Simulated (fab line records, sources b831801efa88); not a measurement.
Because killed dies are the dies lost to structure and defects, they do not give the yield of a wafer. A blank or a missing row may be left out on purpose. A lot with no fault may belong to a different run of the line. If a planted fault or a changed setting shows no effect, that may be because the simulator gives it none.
Which tool is to blame? | flow gf180mcu | 39 wafers from 13 lots sampled at 5 of the route's 602 steps

== WHAT THE GAUGES SHOWED, per wafer ==
GF_HV_LDD_CD_MEAS_46 targets a cd of 400 nm. Usual: cdNm reads 399.3 nm (standard deviation 1.8).
lot  | measured     | on       | cdNm (nm)         | flag
L261 | day 12 21:11 | cdSem-02 | 397.0 399.7 399.6 | 
L263 | day 13 13:18 | cdSem-01 | 400.9 399.7 400.7 | 
L264 | day 13 18:13 | cdSem-02 | 397.7 401.9 401.4 | 
L265 | day 14 01:19 | cdSem-01 | 398.5 401.2 399.6 | 
L266 | day 14 11:26 | cdSem-01 | 400.2 398.9 399.1 | 
L268 | day 15 06:29 | cdSem-01 | 400.1 397.4 398.7 | 
L269 | day 15 15:27 | cdSem-01 | 398.5 396.5 399.6 | 
L271 | day 16 05:22 | cdSem-02 | 399.7 397.5 398.6 | 
L274 | day 17 04:07 | cdSem-02 | 398.5 399.4 398.3 | 
L275 | day 17 12:53 | cdSem-02 | 399.1 399.6 398.5 | 
L276 | day 17 19:29 | cdSem-02 | 398.9 398.8 398.7 | 
L278 | day 18 22:11 | cdSem-02 | 397.9 398.2 398.5 | 
L283 | day 20 07:23 | cdSem-02 | 396.5 399.3 399.5 | 

GF_NSD_TW_MEAS_12. Usual: NSD_TW gives 4222 (standard deviation 30).
lot  | measured     | on           | NSD_TW         | flag
L261 | day 13 20:58 | filmMetro-03 | 4240 4236 4245 | 
L263 | day 14 13:21 | filmMetro-02 | 4184 4193 4176 | 
L264 | day 14 19:19 | filmMetro-02 | 4202 4191 4192 | 
L265 | day 15 02:11 | filmMetro-03 | 4213 4222 4229 | 
L266 | day 15 12:41 | filmMetro-02 | 4226 4211 4213 | 
L268 | day 16 09:16 | filmMetro-03 | 4238 4236 4245 | 
L269 | day 16 18:04 | filmMetro-04 | 4265 4267 4269 | 
L271 | day 17 09:05 | filmMetro-03 | 4231 4237 4242 | 
L274 | day 18 07:34 | filmMetro-04 | 4226 4236 4208 | 
L275 | day 18 16:22 | filmMetro-03 | 4241 4250 4226 | 
L276 | day 18 22:55 | filmMetro-04 | 4247 4228 4244 | 
L278 | day 20 01:43 | filmMetro-02 | 4235 4231 4243 | 
L283 | day 21 11:08 | filmMetro-02 | 4222 4191 4224 | 

GF_PSD_RS_MEAS_14: a four-point-probe measurement. Usual: NSD_RS gives 46.14 ohm/sq (standard deviation 0.093).
lot  | measured     | on           | NSD_RS (ohm/sq)   | flag
L261 | day 14 18:19 | filmMetro-02 | 46.20 46.32 46.33 | 
L263 | day 15 11:42 | filmMetro-02 | 46.33 46.18 46.24 | 
L264 | day 15 17:44 | filmMetro-03 | 46.05 46.19 46.11 | 
L265 | day 16 00:19 | filmMetro-04 | 46.19 46.15 46.15 | 
L266 | day 16 10:22 | filmMetro-02 | 46.30 46.20 46.16 | 
L268 | day 17 08:49 | filmMetro-02 | 46.33 46.27 46.23 | 
L269 | day 17 17:14 | filmMetro-04 | 46.03 46.00 46.05 | 
L271 | day 18 08:42 | filmMetro-02 | 46.28 46.21 46.25 | 
L274 | day 19 08:12 | filmMetro-04 | 46.75 46.85 46.85 | OFF
L275 | day 19 17:17 | filmMetro-03 | 46.78 46.76 46.73 | OFF
L276 | day 19 23:04 | filmMetro-03 | 46.25 46.24 46.05 | 
L278 | day 21 02:47 | filmMetro-04 | 46.10 46.14 46.14 | 
L283 | day 22 11:08 | filmMetro-04 | 46.04 46.07 46.06 | 

== EACH LOT AND THE TOOL THAT RAN IT (in order: tool; ch and the chambers of the sampled wafers; start) ==
lot  | GF_NSD_IMPLANT_09               | GF_NSD_STRIP_11
L261 | implanter-01 ch 0, day 13 20:34 | plasmaAsher-03 ch 0,1, day 13 20:52
L263 | implanter-03 ch 0, day 14 12:58 | plasmaAsher-03 ch 0,1, day 14 13:14
L264 | implanter-03 ch 0, day 14 18:55 | plasmaAsher-04 ch 0, day 14 19:13
L265 | implanter-03 ch 0, day 15 01:47 | plasmaAsher-03 ch 0,1, day 15 02:05
L266 | implanter-03 ch 0, day 15 12:17 | plasmaAsher-01 ch 0,1, day 15 12:35
L268 | implanter-01 ch 0, day 16 08:52 | plasmaAsher-03 ch 0,1, day 16 09:10
L269 | implanter-01 ch 0, day 16 17:41 | plasmaAsher-03 ch 0,1, day 16 17:58
L271 | implanter-01 ch 0, day 17 08:43 | plasmaAsher-04 ch 0,1, day 17 09:00
L274 | implanter-01 ch 0, day 18 07:11 | plasmaAsher-01 ch 0,1, day 18 07:28
L275 | implanter-01 ch 0, day 18 15:58 | plasmaAsher-04 ch 0,1, day 18 16:16
L276 | implanter-04 ch 0, day 18 22:31 | plasmaAsher-04 ch 0,1, day 18 22:49
L278 | implanter-03 ch 0, day 20 01:19 | plasmaAsher-04 ch 0,1, day 20 01:37
L283 | implanter-01 ch 0, day 21 10:44 | plasmaAsher-01 ch 0,1, day 21 11:02
- GF_NSD_IMPLANT_09
- GF_NSD_STRIP_11: strips in O2/N2.

== WHAT THE TOOLS THEMSELVES READ (means of the sampled wafers that have a number; where no wafer has one, the mark that the record gives instead) ==
GF_NSD_STRIP_11. Usual: drypumpMotorCurrentA 5.74 A, standard deviation 0.2; heaterPowerW 345 W, standard deviation 15; oesProductAu 0.487 a.u., standard deviation 0.0048; stripTimeToEndpointS 22.94 s, standard deviation 0.036.
lot  | tool           | drypumpMotorCurrentA (A) | heaterPowerW (W) | oesProductAu (a.u.) | stripTimeToEndpointS (s) | flag
L261 | plasmaAsher-03 | 5.78                     | 335              | 0.487               | 22.88                    | 
L263 | plasmaAsher-03 | 5.65                     | 329              | 0.489               | 22.93                    | 
L264 | plasmaAsher-04 | 5.94                     | 358              | 0.481               | 22.98                    | 
L265 | plasmaAsher-03 | 5.78                     | 331              | 0.487               | 22.95                    | 
L266 | plasmaAsher-01 | 5.86                     | 338              | 0.486               | 22.95                    | 
L268 | plasmaAsher-03 | 5.68                     | 333              | 0.485               | 22.92                    | 
L269 | plasmaAsher-03 | 5.68                     | 331              | 0.487               | 23.00                    | 
L271 | plasmaAsher-04 | 5.80                     | 355              | 0.486               | 22.98                    | 
L274 | plasmaAsher-01 | 5.73                     | 341              | 0.490               | 22.47                    | OFF
L275 | plasmaAsher-04 | 5.80                     | 364              | 0.490               | 22.48                    | OFF
L276 | plasmaAsher-04 | 5.81                     | 365              | 0.486               | 22.94                    | 
L278 | plasmaAsher-04 | 5.80                     | 363              | 0.485               | 22.98                    | 
L283 | plasmaAsher-01 | 5.74                     | 335              | 0.489               | 22.92                    | 

== THE ANSWER, worked out from the rows above alone ==
Rule: a lot is off if the mean of its wafers that have a number lies more than 3 standard deviations from the usual mean. Also off: a lot with no number at a reading for which 4 or more lots have one. Where the step has rows for the other lots, those lots are counted as sound. Order of review: gauges by route order, followed by the tools' own readings, for which a lot's mean as printed above is used. At the first step where some lot is off, the reading lying furthest off is the one used; lots without a number count as furthest.
Off: L274, L275, seen at GF_PSD_RS_MEAS_14 (NSD_RS).
A tool fits if, at a process step before that reading, it ran every lot that is off, and no sound lot after the first of them. The gauges at GF_PSD_RS_MEAS_14 aren't tried: what is off there is off at GF_NSD_STRIP_11 too, on other tools, and a gauge's error can't cause that. Not one of the candidates tried fits.

== WHAT HAD BEEN PUT IN BY THE SIMULATOR ==
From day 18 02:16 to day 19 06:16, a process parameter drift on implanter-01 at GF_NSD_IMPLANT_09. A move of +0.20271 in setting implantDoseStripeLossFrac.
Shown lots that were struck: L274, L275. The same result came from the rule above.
